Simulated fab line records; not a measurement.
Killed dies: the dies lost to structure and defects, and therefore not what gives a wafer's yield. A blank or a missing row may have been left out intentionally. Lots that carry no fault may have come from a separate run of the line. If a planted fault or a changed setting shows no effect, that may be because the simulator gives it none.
Which of the tools did it? :: flow gf180mcu :: 24 lots with 72 wafers sampled at 4 steps, on a route of 602 steps

== WHAT THE GAUGES READ, wafer by wafer ==
GF_V1_THK_MEAS_25: measures by xrf.
lot: L074
measured: day 18 02:26
on: film metro-04
V1_W_THK (nm): 352 352 353

lot: L075
measured: day 18 12:34
on: film metro-04
V1_W_THK (nm): 345 348 356

lot: L076
measured: day 19 03:52
on: film metro-02
V1_W_THK (nm): 351 359 354

lot: L077
measured: day 19 06:52
on: film metro-02
V1_W_THK (nm): 358 358 359

lot: L078
measured: day 19 22:50
on: film metro-03
V1_W_THK (nm): 360 355 358

lot: L079
measured: day 20 10:28
on: film metro-02
V1_W_THK (nm): 359 355 358

lot: L080
measured: day 20 20:47
on: film metro-03
V1_W_THK (nm): 356 357 356

lot: L081
measured: day 21 02:14
on: film metro-02
V1_W_THK (nm): 353 351 361

lot: L082
measured: day 21 07:28
on: film metro-02
V1_W_THK (nm): 345 356 344

lot: L083
measured: day 21 19:08
on: film metro-03
V1_W_THK (nm): 353 355 350

lot: L084
measured: day 22 01:22
on: film metro-02
V1_W_THK (nm): 363 356 361

lot: L085
measured: day 22 06:28
on: film metro-03
V1_W_THK (nm): 357 353 363

lot: L086
measured: day 22 23:13
on: film metro-02
V1_W_THK (nm): 356 356 350

lot: L087
measured: day 23 03:58
on: film metro-02
V1_W_THK (nm): 358 355 356

lot: L088
measured: day 23 10:46
on: film metro-04
V1_W_THK (nm): 356 350 358

lot: L089
measured: day 23 17:36
on: film metro-03
V1_W_THK (nm): 349 354 347

lot: L090
measured: day 24 02:12
on: film metro-04
V1_W_THK (nm): 356 348 352

lot: L091
measured: day 24 08:01
on: film metro-04
V1_W_THK (nm): 350 348 349

lot: L092
measured: day 24 16:40
on: film metro-02
V1_W_THK (nm): 361 361 353

lot: L093
measured: day 25 00:11
on: film metro-02
V1_W_THK (nm): 354 347 358

lot: L094
measured: day 25 10:47
on: film metro-03
V1_W_THK (nm): 354 355 352

lot: L095
measured: day 25 14:11
on: film metro-04
V1_W_THK (nm): 350 357 355

lot: L096
measured: day 25 17:51
on: film metro-02
V1_W_THK (nm): 348 350 345

lot: L097
measured: day 26 05:39
on: film metro-03
V1_W_THK (nm): 343 346 343

GF_V2_THK_MEAS_03.
lot: L074
measured: day 19 04:17
on: film metro-03
V2_CVD_02_THK (nm): 821 839 854

lot: L075
measured: day 19 15:08
on: film metro-01
V2_CVD_02_THK (nm): 835 850 851

lot: L076
measured: day 20 05:59
on: film metro-01
V2_CVD_02_THK (nm): 833 855 842

lot: L077
measured: day 20 09:08
on: film metro-04
V2_CVD_02_THK (nm): 836 828 863

lot: L078
measured: day 21 01:31
on: film metro-03
V2_CVD_02_THK (nm): 839 861 834

lot: L079
measured: day 21 12:20
on: film metro-04
V2_CVD_02_THK (nm): 844 855 867

lot: L080
measured: day 21 22:21
on: film metro-01
V2_CVD_02_THK (nm): 845 858 847

lot: L081
measured: day 22 03:11
on: film metro-03
V2_CVD_02_THK (nm): 831 858 849

lot: L082
measured: day 22 08:32
on: film metro-04
V2_CVD_02_THK (nm): 846 853 852

lot: L083
measured: day 22 20:04
on: film metro-01
V2_CVD_02_THK (nm): 846 857 849

lot: L084
measured: day 23 02:33
on: film metro-01
V2_CVD_02_THK (nm): 844 849 863

lot: L085
measured: day 23 07:34
on: film metro-01
V2_CVD_02_THK (nm): 836 848 844

lot: L086
measured: day 23 23:59
on: film metro-03
V2_CVD_02_THK (nm): 825 849 841

lot: L087
measured: day 24 04:15
on: film metro-03
V2_CVD_02_THK (nm): 827 844 837

lot: L088
measured: day 24 10:39
on: film metro-01
V2_CVD_02_THK (nm): 854 848 878

lot: L089
measured: day 24 17:50
on: film metro-01
V2_CVD_02_THK (nm): 832 839 855

lot: L090
measured: day 25 02:50
on: film metro-03
V2_CVD_02_THK (nm): 849 828 844

lot: L091
measured: day 25 07:39
on: film metro-01
V2_CVD_02_THK (nm): 855 839 871

lot: L092
measured: day 25 15:29
on: film metro-01
V2_CVD_02_THK (nm): 850 839 856

lot: L093
measured: day 25 23:25
on: film metro-01
V2_CVD_02_THK (nm): 834 839 856

lot: L094
measured: day 26 09:34
on: film metro-04
V2_CVD_02_THK (nm): 862 866 850

lot: L095
measured: day 26 13:12
on: film metro-03
V2_CVD_02_THK (nm): 833 838 853

lot: L096
measured: day 26 16:20
on: film metro-04
V2_CVD_02_THK (nm): 850 842 852

lot: L097
measured: day 27 03:41
on: film metro-04
V2_CVD_02_THK (nm): 836 845 846

GF_V2_THK_MEAS_25: measures by xrf.
lot: L074
measured: day 20 06:18
on: film metro-04
V2_W_THK (nm): 349 356 352

lot: L075
measured: day 20 16:41
on: film metro-01
V2_W_THK (nm): 355 353 353

lot: L076
measured: day 21 07:56
on: film metro-04
V2_W_THK (nm): 356 347 354

lot: L077
measured: day 21 11:32
on: film metro-03
V2_W_THK (nm): 348 356 356

lot: L078
measured: day 22 02:59
on: film metro-01
V2_W_THK (nm): 359 359 349

lot: L079
measured: day 22 13:25
on: film metro-04
V2_W_THK (nm): 347 349 344

lot: L080
measured: day 22 22:58
on: film metro-03
V2_W_THK (nm): 354 354 354

lot: L081
measured: day 23 04:29
on: film metro-04
V2_W_THK (nm): 352 347 355

lot: L082
measured: day 23 08:56
on: film metro-01
V2_W_THK (nm): 356 355 353

lot: L083
measured: day 23 21:16
on: film metro-04
V2_W_THK (nm): 342 347 350

lot: L084
measured: day 24 02:40
on: film metro-04
V2_W_THK (nm): 351 354 357

lot: L085
measured: day 24 07:28
on: film metro-01
V2_W_THK (nm): 353 350 363

lot: L086
measured: day 24 23:44
on: film metro-03
V2_W_THK (nm): 345 355 347

lot: L087
measured: day 25 03:58
on: film metro-01
V2_W_THK (nm): 361 351 353

lot: L088
measured: day 25 10:08
on: film metro-01
V2_W_THK (nm): 349 359 350

lot: L089
measured: day 25 17:38
on: film metro-04
V2_W_THK (nm): 349 360 354

lot: L090
measured: day 26 02:05
on: film metro-03
V2_W_THK (nm): 345 341 346

lot: L091
measured: day 26 06:37
on: film metro-01
V2_W_THK (nm): 359 364 355

lot: L092
measured: day 26 14:37
on: film metro-01
V2_W_THK (nm): 361 348 353

lot: L093
measured: day 26 22:08
on: film metro-03
V2_W_THK (nm): 345 340 348

lot: L094
measured: day 27 07:38
on: film metro-04
V2_W_THK (nm): 356 362 358

lot: L095
measured: day 27 11:39
on: film metro-01
V2_W_THK (nm): 352 353 345

lot: L096
measured: day 27 13:55
on: film metro-01
V2_W_THK (nm): 347 354 348

lot: L097
measured: day 28 01:22
on: film metro-03
V2_W_THK (nm): 356 344 349

== WHAT TOOL EACH LOT RAN ON (gives the tool, then ch and the chambers of the sampled wafers, and finally the start) ==
lot: L074
GF_V2_SPUTTER_21: pvd sputter-04, day 20 05:58

lot: L075
GF_V2_SPUTTER_21: pvd sputter-02, day 20 16:21

lot: L076
GF_V2_SPUTTER_21: pvd sputter-01, day 21 07:36

lot: L077
GF_V2_SPUTTER_21: pvd sputter-04, day 21 11:12

lot: L078
GF_V2_SPUTTER_21: pvd sputter-02, day 22 02:37

lot: L079
GF_V2_SPUTTER_21: pvd sputter-02, day 22 13:04

lot: L080
GF_V2_SPUTTER_21: pvd sputter-04, day 22 22:37

lot: L081
GF_V2_SPUTTER_21: pvd sputter-04, day 23 04:08

lot: L082
GF_V2_SPUTTER_21: pvd sputter-02, day 23 08:37

lot: L083
GF_V2_SPUTTER_21: pvd sputter-02, day 23 20:55

lot: L084
GF_V2_SPUTTER_21: pvd sputter-04, day 24 02:19

lot: L085
GF_V2_SPUTTER_21: pvd sputter-02, day 24 07:07

lot: L086
GF_V2_SPUTTER_21: pvd sputter-02, day 24 23:24

lot: L087
GF_V2_SPUTTER_21: pvd sputter-04, day 25 03:32

lot: L088
GF_V2_SPUTTER_21: pvd sputter-04, day 25 09:47

lot: L089
GF_V2_SPUTTER_21: pvd sputter-02, day 25 17:17

lot: L090
GF_V2_SPUTTER_21: pvd sputter-01, day 26 01:45

lot: L091
GF_V2_SPUTTER_21: pvd sputter-02, day 26 06:16

lot: L092
GF_V2_SPUTTER_21: pvd sputter-02, day 26 14:16

lot: L093
GF_V2_SPUTTER_21: pvd sputter-01, day 26 21:47

lot: L094
GF_V2_SPUTTER_21: pvd sputter-01, day 27 07:17

lot: L095
GF_V2_SPUTTER_21: pvd sputter-02, day 27 11:19

lot: L096
GF_V2_SPUTTER_21: pvd sputter-02, day 27 13:35

lot: L097
GF_V2_SPUTTER_21: pvd sputter-04, day 28 01:01
- GF_V2_SPUTTER_21: material Ti, target thk 15 nm, time 80.02 s.

== WHAT THE TOOLS THEMSELVES READ (means of the sampled wafers that have a number; where no wafer has one, the mark that the record gives instead) ==
GF_V2_SPUTTER_21.
lot: L074
tool: pvd sputter-04
throttle valve pct (%): 30.2

lot: L075
tool: pvd sputter-02
throttle valve pct (%): 30.7

lot: L076
tool: pvd sputter-01
throttle valve pct (%): 30.3

lot: L077
tool: pvd sputter-04
throttle valve pct (%): 29.8

lot: L078
tool: pvd sputter-02
throttle valve pct (%): 30.6

lot: L079
tool: pvd sputter-02
throttle valve pct (%): 30.2

lot: L080
tool: pvd sputter-04
throttle valve pct (%): 29.9

lot: L081
tool: pvd sputter-04
throttle valve pct (%): 29.9

lot: L082
tool: pvd sputter-02
throttle valve pct (%): 30.9

lot: L083
tool: pvd sputter-02
throttle valve pct (%): 30.9

lot: L084
tool: pvd sputter-04
throttle valve pct (%): 29.8

lot: L085
tool: pvd sputter-02
throttle valve pct (%): 30.7

lot: L086
tool: pvd sputter-02
throttle valve pct (%): 31.1

lot: L087
tool: pvd sputter-04
throttle valve pct (%): 30.0

lot: L088
tool: pvd sputter-04
throttle valve pct (%): 30.1

lot: L089
tool: pvd sputter-02
throttle valve pct (%): 31.1

lot: L090
tool: pvd sputter-01
throttle valve pct (%): 30.1

lot: L091
tool: pvd sputter-02
throttle valve pct (%): 30.7

lot: L092
tool: pvd sputter-02
throttle valve pct (%): 30.9

lot: L093
tool: pvd sputter-01
throttle valve pct (%): 30.4

lot: L094
tool: pvd sputter-01
throttle valve pct (%): 30.5

lot: L095
tool: pvd sputter-02
throttle valve pct (%): 30.9

lot: L096
tool: pvd sputter-02
throttle valve pct (%): 30.7

lot: L097
tool: pvd sputter-04
throttle valve pct (%): 29.2

== THE ANSWER, worked out from the rows above alone ==
Rule: the usual values come from the lots themselves. The widest of any qualifying gaps counts: lots, ordered by their means at a reading, are off when they make up no more than a third of the lots, leave a main group of 4 or more, and stand apart from it by 3 or more times the standard deviation of that group's means. If all means in a main group match to the digits the tables above print for the reading, that group is not used. A lot without any number at a reading at which 4 lots or more have one is off too. Where the step has rows for the other lots, those lots are counted as sound. Order of review: gauges by route order, followed by the tools' own readings, for which a lot's mean as printed above is used. The first step at which some lot is off is used, and at that step the reading that is off furthest; a lot without a number counts as furthest.
None of the lots is off at any reading shown; this tells nothing.

== WHAT THE SIMULATOR HAD INSERTED ==
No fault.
